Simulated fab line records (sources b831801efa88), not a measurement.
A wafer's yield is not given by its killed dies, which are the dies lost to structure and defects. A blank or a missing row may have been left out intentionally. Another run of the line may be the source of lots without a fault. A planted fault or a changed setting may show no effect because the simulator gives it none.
A lot that was struck, set against a sound lot -- flow gf180mcu -- 14 steps out of a route of 602
Sound: the wafers L222.1, L222.4, L222.5. Wafers L231.1, L231.3, L231.5 were the ones struck. At the end, the cause is stated.
Per side, at each step with rows, come the tool, then ch with its chambers, and then its first start. Under that, the readings that differ: sound wafers -- struck wafers -- difference of the means -- sigmas: that difference in standard deviations of wafers without a fault.
alike: words and numbers the same on both sides, and readings whose means are apart by under 2 such deviations; not compared: readings that were withheld, readings missing a value for some wafer, numbers with overlapping values and no deviation given by the record, and bounds like >300 which may hide the same value.
A row with sigmas, a row that says differs or no value, or rows on one side alone: a step with any of these is where the two part. Numbers that have no deviation but don't overlap get no sigmas and don't part them. A reading that every wafer of one side lacks parts them only if that side has two wafers or more.

GF_V3_ETCH_16: etches BARC in N2/H2.
  sound on rieDiel-01 ch 1,3, day 23 11:04; struck on rieDiel-04 ch 0,2, day 26 15:53
  alike: drypumpMotorCurrentA, oesProductAu, throttleValvePct
then, 1 step without rows for these wafers: GF_V3_ETCH_17 (etches SiO2 in C4F8/O2/Ar, stops on TiN, target depth 635 nm).
GF_V3_STRIP_18: strips in O2/N2.
  sound on plasmaAsher-04 ch 0,1, day 23 11:12; struck on plasmaAsher-03 ch 0,1, day 26 16:01
reading,sound,struck,difference,sigmas
oesProductAu (a.u.),0.604 0.602 0.592,0.584 0.587 0.586,-0.014,-3
  alike: drypumpMotorCurrentA, heaterPowerW
  not compared: rfHoursCounterH
then, 2 steps without rows for these wafers: GF_V3_STRIP_19 (strips in post etch residue remover, time 1200 s); GF_V3_CLEAN_20 (cleans in DIW).
GF_V3_SPUTTER_21: material Ti, target thk 15 nm, time 80.02 s.
  sound on pvdSputter-04 at day 23 11:44; struck on pvdSputter-01 at day 26 16:34
  alike: throttleValvePct
GF_V3_SPUTTER_22: material TiN, target thk 10 nm, time 40 s.
  sound on pvdSputter-04 at day 23 11:47; struck on pvdSputter-01 at day 26 16:37
  alike: throttleValvePct
then, 1 step without rows for these wafers: GF_V3_CVD_23 (deposits W, target thk 350 nm, time 104.9 s).
GF_V3_RS_MEAS_24: measures by four-point-probe.
  sound on filmMetro-02 at day 23 11:56; struck on filmMetro-02 at day 26 16:46
  alike: V3_W_RS
GF_V3_THK_MEAS_25: measures by xrf.
  sound on filmMetro-02 at day 23 12:04; struck on filmMetro-02 at day 26 16:53
  alike: V3_W_THK
GF_V3_CMP_26: polishes, stops on SiO2, t overpolish 15 s, target thk 0 nm.
  sound on cmp-02 ch 2,3, day 23 12:07; struck on cmp-01 ch 0,1,2, day 26 17:00
  alike: motorCurrentA, overpolishRunS, timeToEndpointS
then, 1 step without rows for these wafers: GF_M4_SPUTTER_00 (material Ti, target thk 37.5 nm, time 150 s).
GF_M4_SPUTTER_01: material TiN, target thk 30 nm, time 25 s.
  sound on pvdSputter-03 at day 23 12:31; struck on pvdSputter-02 at day 26 17:21
reading,sound,struck,difference,sigmas
model.TiN_of_M4_SPUTTER_01.thkNm (nm),30.96 31.05 31.15,29.6 30.12 29.45,-1.3,
  alike: throttleValvePct
then, 1 step without rows for these wafers: GF_M4_SPUTTER_02 (material AlCu, target thk 450 nm, time 23.9 s).

## WHERE THEY PART
Only at GF_V3_STRIP_18, as far as this record shows. Later steps at which nothing parts them and some readings are alike: GF_V3_SPUTTER_21, GF_V3_SPUTTER_22, GF_V3_RS_MEAS_24, GF_V3_THK_MEAS_25, GF_V3_CMP_26, GF_M4_SPUTTER_01.

WHY: what the simulator had put in
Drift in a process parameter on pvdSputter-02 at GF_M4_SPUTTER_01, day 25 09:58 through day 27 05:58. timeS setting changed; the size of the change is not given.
